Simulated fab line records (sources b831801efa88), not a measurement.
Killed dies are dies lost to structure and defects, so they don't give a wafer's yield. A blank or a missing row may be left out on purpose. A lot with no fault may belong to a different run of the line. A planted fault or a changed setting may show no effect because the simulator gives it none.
Which tool was responsible?    flow gf180mcu    33 wafers from 11 lots sampled at 5 of the route's 602 steps

## WHAT THE GAUGES SHOWED, per wafer
GF_V1_THK_MEAS_01. Usual: V1_CVD_00_THK typically reads 600 nm, with standard deviation 5.4.
lot   measured      on             V1_CVD_00_THK (nm)  flag
L551  day 17 20:40  film metro-02  599 598 593         
L552  day 18 09:02  film metro-02  607 606 604         
L554  day 19 01:00  film metro-04  596 604 603         
L561  day 21 16:24  film metro-04  603 607 602         
L563  day 22 10:33  film metro-02  602 595 590         
L564  day 22 19:25  film metro-04  603 603 602         
L565  day 23 04:13  film metro-02  600 605 597         
L566  day 23 07:28  film metro-01  603 602 590         
L567  day 23 11:50  film metro-04  592 599 602         
L568  day 23 22:23  film metro-01  600 596 599         
L569  day 24 07:55  film metro-02  596 601 583         

GF_M2_RS_MEAS_05: a four-point-probe measurement. Usual: M2_ALCU_RS typically reads 0.0696 ohm/sq, with standard deviation 0.0007.
lot   measured      on             M2_ALCU_RS (ohm/sq)   flag
L551  day 18 21:34  film metro-02  0.0697 0.0689 0.0694  
L552  day 19 10:30  film metro-02  0.1056 0.1030 0.1022  OFF
L554  day 20 03:48  film metro-02  0.1053 0.1034 0.1020  OFF
L561  day 22 18:00  film metro-03  0.0697 0.0695 0.0690  
L563  day 23 11:39  film metro-01  0.0698 0.0687 0.0692  
L564  day 23 20:21  film metro-01  0.0701 0.0690 0.0705  
L565  day 24 05:08  film metro-02  0.0704 0.0701 0.0705  
L566  day 24 08:18  film metro-03  0.0700 0.0686 0.0704  
L567  day 24 12:34  film metro-02  0.0685 0.0691 0.0686  
L568  day 24 22:35  film metro-03  0.0696 0.0694 0.0685  
L569  day 25 08:05  film metro-02  0.0693 0.0696 0.0699  

GF_M2_THK_MEAS_06: measures by xrf. Usual: M2_ALCU_THK typically reads 450 nm, with standard deviation 4.9.
lot   measured      on             M2_ALCU_THK (nm)  flag
L551  day 18 21:41  film metro-02  449 454 452       
L552  day 19 10:37  film metro-02  300 307 310       OFF
L554  day 20 03:55  film metro-02  301 306 310       OFF
L561  day 22 18:07  film metro-03  450 452 456       
L563  day 23 11:46  film metro-01  449 459 456       
L564  day 23 20:28  film metro-01  448 457 446       
L565  day 24 05:16  film metro-02  444 444 444       
L566  day 24 08:25  film metro-03  443 452 443       
L567  day 24 12:41  film metro-02  455 451 453       
L568  day 24 22:42  film metro-03  445 447 451       
L569  day 25 08:12  film metro-02  450 448 446       

## WHAT TOOL EACH LOT RAN ON (gives the tool, then ch and the chambers of the sampled wafers, and finally the start)
lot   GF_M1_METAL_ETCH_16                GF_M2_SPUTTER_02
L551  rie metal-02 ch 0, day 17 19:55    pvd sputter-03, day 18 21:29
L552  rie metal-03 ch 0,1, day 18 08:16  pvd sputter-03, day 19 10:23
L554  rie metal-03 ch 0,1, day 19 00:13  pvd sputter-03, day 20 03:43
L561  rie metal-03 ch 0,1, day 21 15:37  pvd sputter-02, day 22 17:55
L563  rie metal-03 ch 0,1, day 22 09:46  pvd sputter-03, day 23 11:32
L564  rie metal-04 ch 0,1, day 22 18:40  pvd sputter-04, day 23 20:14
L565  rie metal-03 ch 0,1, day 23 03:28  pvd sputter-02, day 24 05:03
L566  rie metal-03 ch 0,1, day 23 06:43  pvd sputter-04, day 24 08:11
L567  rie metal-02 ch 0, day 23 10:56    pvd sputter-02, day 24 12:28
L568  rie metal-03 ch 1, day 23 21:31    pvd sputter-03, day 24 22:29
L569  rie metal-02 ch 0, day 24 07:03    pvd sputter-02, day 25 07:59
- GF_M1_METAL_ETCH_16: etches the open film in Cl2/BCl3, stops on SiO2, target depth 750.8 nm, time 125.1 s.
- GF_M2_SPUTTER_02: material AlCu, target thk 450 nm, time 23.9 s.

## WHAT THE TOOLS THEMSELVES READ (means of the sampled wafers that have a number; where no wafer has one, the mark that the record gives instead)
GF_M1_METAL_ETCH_16. Usual: chamber pressure mTorr 8.000 mTorr, standard deviation 0.0085; drypump motor current A 5.5 A, standard deviation 0.4; oes product au 0.992 a.u., standard deviation 0.0054; throttle valve pct 28.228 %, standard deviation 0.0093.
lot   tool          chamber pressure mTorr (mTorr)  drypump motor current A (A)  oes product au (a.u.)  throttle valve pct (%)  flag
L551  rie metal-02  7.998                           6.2                          0.992                  28.230                  
L552  rie metal-03  8.001                           5.3                          0.996                  28.234                  
L554  rie metal-03  8.006                           5.4                          0.993                  28.233                  
L561  rie metal-03  8.002                           5.5                          0.993                  28.226                  
L563  rie metal-03  8.003                           5.5                          0.995                  28.224                  
L564  rie metal-04  7.998                           5.1                          0.993                  28.229                  
L565  rie metal-03  7.999                           5.5                          0.994                  28.217                  
L566  rie metal-03  8.000                           5.3                          0.989                  28.216                  
L567  rie metal-02  7.998                           6.2                          0.992                  28.229                  
L568  rie metal-03  8.004                           5.6                          0.990                  28.228                  
L569  rie metal-02  8.014                           6.2                          0.990                  28.235                  

GF_M2_SPUTTER_02. Usual: throttle valve pct at 29.3 %, with a standard deviation of 0.82.
lot   tool            throttle valve pct (%)  flag
L551  pvd sputter-03  29.0                    
L552  pvd sputter-03  29.2                    
L554  pvd sputter-03  28.5                    
L561  pvd sputter-02  29.1                    
L563  pvd sputter-03  29.4                    
L564  pvd sputter-04  29.6                    
L565  pvd sputter-02  29.1                    
L566  pvd sputter-04  29.8                    
L567  pvd sputter-02  29.7                    
L568  pvd sputter-03  28.7                    
L569  pvd sputter-02  29.7                    

## THE ANSWER, worked out from the rows above alone
Rule: a lot counts as off when the mean over its wafers that have a number is more than 3 standard deviations away from the usual mean. Also off: a lot with no number at a reading for which 4 or more lots have one. The other lots that the step has rows for count as sound. After the gauges, taken in route order, come the tools' own readings; for these a lot's mean is taken, as printed above. The first step at which some lot is off is used, and at that step the reading that is off furthest; a lot without a number counts as furthest.
Off: L552, L554, at GF_M2_RS_MEAS_05 (M2_ALCU_RS).
A tool fits if, at a process step before that reading, it ran every lot that is off, and no sound lot after the first of them. The gauges at GF_M2_RS_MEAS_05 are tried like those tools. Of those tried, none fits.

## WHAT THE SIMULATOR HAD PUT IN
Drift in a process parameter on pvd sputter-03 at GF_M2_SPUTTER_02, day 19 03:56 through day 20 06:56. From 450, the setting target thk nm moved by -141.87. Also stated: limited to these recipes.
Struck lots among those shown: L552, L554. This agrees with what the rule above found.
